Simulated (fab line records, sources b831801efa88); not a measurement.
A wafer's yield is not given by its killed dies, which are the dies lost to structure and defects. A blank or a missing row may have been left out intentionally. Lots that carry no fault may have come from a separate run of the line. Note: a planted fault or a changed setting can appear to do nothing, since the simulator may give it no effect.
Code-filled problem report in 8D (eight disciplines) form / flow gf180mcu / the parts of the form that need people (team, actions taken, sign-off) are left out

== 1. THE ISSUE ==
Wafers free of any fault read 0.384 ohm/sq (standard deviation 0.0032) for CONTACT_W_RS at GF_CONTACT_RS_MEAS_25, against a mean of 0.255 ohm/sq on 2 wafers of 2 lots. That puts it -40 standard deviations away from the usual mean.
The step: measures by four-point-probe.
The first sign was on wafer L945.4 at day 18 18:03, on film metro-01. The record has a number at this step for 32 wafers belonging to 12 lots. The rule behind "out" and "out of limits": a value lying over 4 standard deviations away from the usual mean. All remaining wafers that have a number are taken as sound.

== 2. WHAT IT IS; WHAT IT IS NOT ==
question=which readings at this step | is=CONTACT_W_RS | is not=-
question=which lots | is=L945, L946 | is not=L939, L940, L941, L947, L955, L956, L957, L958, L959, L961
question=which wafers of those lots | is=all that have a number | is not=-
question=read on which gauges | is=film metro-01, film metro-02 | is not=film metro-04
question=when | is=from day 18 18:03 | is not=up to then (9 sound wafers); but 21 sound wafers of L947, L955, L956, L957, L958, L959, L961 came after

== 3. THE SUSPECTS, EACH WITH WHAT RULES IT OUT ==
Counting: a tool at a process step up to the reading stays a suspect if it ran every lot that is out and no sound lot after the first of them.
- the gauge at GF_CONTACT_RS_MEAS_25 has been ruled out. The wafers that are out were read on 2 gauges (film metro-01, film metro-02).
- cvd w-02 at GF_CONTACT_CVD_24 (deposits W, target thk 300 nm, time 90.339 s): ruled out as a lasting fault. Following L945 (day 18 17:56), the first lot on it that is out, the sound lots L957, L959, L961 were run on it.
Left after counting: nothing in the record.

== 4. THE CAUSE (what the simulator had put in) ==
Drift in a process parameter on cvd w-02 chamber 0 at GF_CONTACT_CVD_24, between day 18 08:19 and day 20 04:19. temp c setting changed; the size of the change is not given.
Counting ruled it out, wrongly: the rule takes a fault to strike every lot that its tool runs from its start on, and this one did not.

== 5. THE CHAIN OF EFFECTS, in route order ==
One row per reading whose mean, taken over the struck wafers that have a number, lies over 3 standard deviations from the usual. Only readings for which the record gives a usual standard deviation are gone through. hours: the time from each lot's start at the first step in this table that gives one to its start at this step, as a median over the lots. sigmas: the change in usual standard deviations.
hours=0; step=GF_CONTACT_CVD_24; reading=heater power outer w; usual=551 W; on struck wafers=686; change=+134; sigmas=+3.8
hours=0; step=GF_CONTACT_CVD_24; reading=susceptor temp C; usual=400.02 C; on struck wafers=424.09; change=+24.07; sigmas=+99 or more
hours=0; step=GF_CONTACT_RS_MEAS_25; reading=CONTACT_W_RS; usual=0.384 ohm/sq; on struck wafers=0.255; change=-0.130; sigmas=-40
hours=0; step=GF_CONTACT_THK_MEAS_26; reading=CONTACT_W_THK; usual=300.8 nm; on struck wafers=454.8; change=+154.0; sigmas=+51
hours=0; step=GF_CONTACT_CMP_27; reading=time to endpoint s; usual=71 s; on struck wafers=112; change=+41; sigmas=+12
Here are the process steps it includes:
- GF_CONTACT_CVD_24: deposits W, target thk 300 nm, time 90.339 s.
- GF_CONTACT_CMP_27: polishes, stops on SiO2, t overpolish 15 s, target thk 0 nm.

== 6. WHAT WOULD HAVE CAUGHT IT SOONER ==
Counted from the fault's start at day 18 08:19, it took 10 hours until the first out-of-limits reading at a measuring or inspecting step in this record, taken at day 18 18:03.
Tool's own readings at GF_CONTACT_CVD_24, susceptor temp C: out on all struck wafers the step has rows for; an alarm limit on them would have tripped on the first.
